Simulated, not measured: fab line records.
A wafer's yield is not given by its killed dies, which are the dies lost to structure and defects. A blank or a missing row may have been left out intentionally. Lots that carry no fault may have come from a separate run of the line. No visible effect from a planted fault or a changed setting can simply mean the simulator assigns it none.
Tool commonality check	flow gf180mcu	Sampled: 14 lots, 42 wafers

WHAT PROMPTED THE OPENING
At GF_MVSD_TW_MEAS_11 the reading MVSD_TW is flagged on 2 of 14 lots. Fault-free wafers read 1593, with a standard deviation of 9.
Rule: a lot is flagged in two cases, either no wafer of it has a number, or all its wafers with numbers fall more than 4 standard deviations from that mean. All remaining lots are regarded as sound.

lot	measured	on	MVSD_TW, wafer by wafer	flag
L405	day 4 09:10	film-metro-03	1599 1581 1585	
L406	day 4 16:58	film-metro-02	1574 1586 1586	
L408	day 5 04:01	film-metro-02	1591 1589 1597	
L409	day 5 11:15	film-metro-03	1536 1530 1531	FLAGGED
L410	day 5 13:57	film-metro-02	1525 1519 1524	FLAGGED
L411	day 5 20:09	film-metro-02	1592 1597 1593	
L418	day 7 15:19	film-metro-02	1580 1590 1585	
L419	day 7 18:01	film-metro-01	1601 1594 1602	
L420	day 8 02:52	film-metro-03	1603 1598 1600	
L422	day 8 12:55	film-metro-01	1579 1588 1582	
L423	day 8 20:49	film-metro-03	1610 1602 1606	
L424	day 9 01:35	film-metro-03	1600 1603 1598	
L426	day 9 12:48	film-metro-01	1577 1586 1581	
L427	day 9 18:52	film-metro-01	1582 1587 1583	
On average the flagged lots' numbers are 1528, which is -66 against the usual, or -7 standard deviations.

TOOL THAT RAN EACH LOT
The record holds 1 process step before the reading, out of a route of 602 steps. Each cell gives the tool, then ch followed by the chambers the sampled wafers passed through, then the start.
lot	flag	GF_MVSD_IMPLANT_09
L405		implanter-02 ch 0, day 4 08:56
L406		implanter-02 ch 0, day 4 16:43
L408		implanter-01 ch 0, day 5 03:47
L409	FLAGGED	implanter-02, day 5 11:00
L410	FLAGGED	implanter-03, day 5 13:42
L411		implanter-02 ch 0, day 5 19:54
L418		implanter-02 ch 0, day 7 15:06
L419		implanter-02 ch 0, day 7 17:46
L420		implanter-01 ch 0, day 8 02:38
L422		implanter-03 ch 0, day 8 12:41
L423		implanter-02 ch 0, day 8 20:35
L424		implanter-02 ch 0, day 9 01:22
L426		implanter-03 ch 0, day 9 12:33
L427		implanter-03 ch 0, day 9 18:38
What the steps here do:
- GF_MVSD_IMPLANT_09
- GF_MVSD_TW_MEAS_11

FLAGGED AGAINST TOTAL, ONE TOOL AT A TIME (gauges that did the reading follow at the end)
step	tool	lots run	flagged	share of the flagged lots	sound lots run after its first flagged lot
GF_MVSD_IMPLANT_09	implanter-01	2	0	none	-
GF_MVSD_IMPLANT_09	implanter-02	8	1	some	5 (L411,L418,L419,L423,L424)
GF_MVSD_IMPLANT_09	implanter-03	4	1	some	3 (L422,L426,L427)
GF_MVSD_TW_MEAS_11	film-metro-01	4	0	none	-
GF_MVSD_TW_MEAS_11	film-metro-02	5	1	some	2 (L411,L418)
GF_MVSD_TW_MEAS_11	film-metro-03	5	1	some	3 (L420,L423,L424)

WHAT THE TABLE ALLOWS
No row of the table ran every flagged lot.

WHAT THE SIMULATOR HAD PUT IN
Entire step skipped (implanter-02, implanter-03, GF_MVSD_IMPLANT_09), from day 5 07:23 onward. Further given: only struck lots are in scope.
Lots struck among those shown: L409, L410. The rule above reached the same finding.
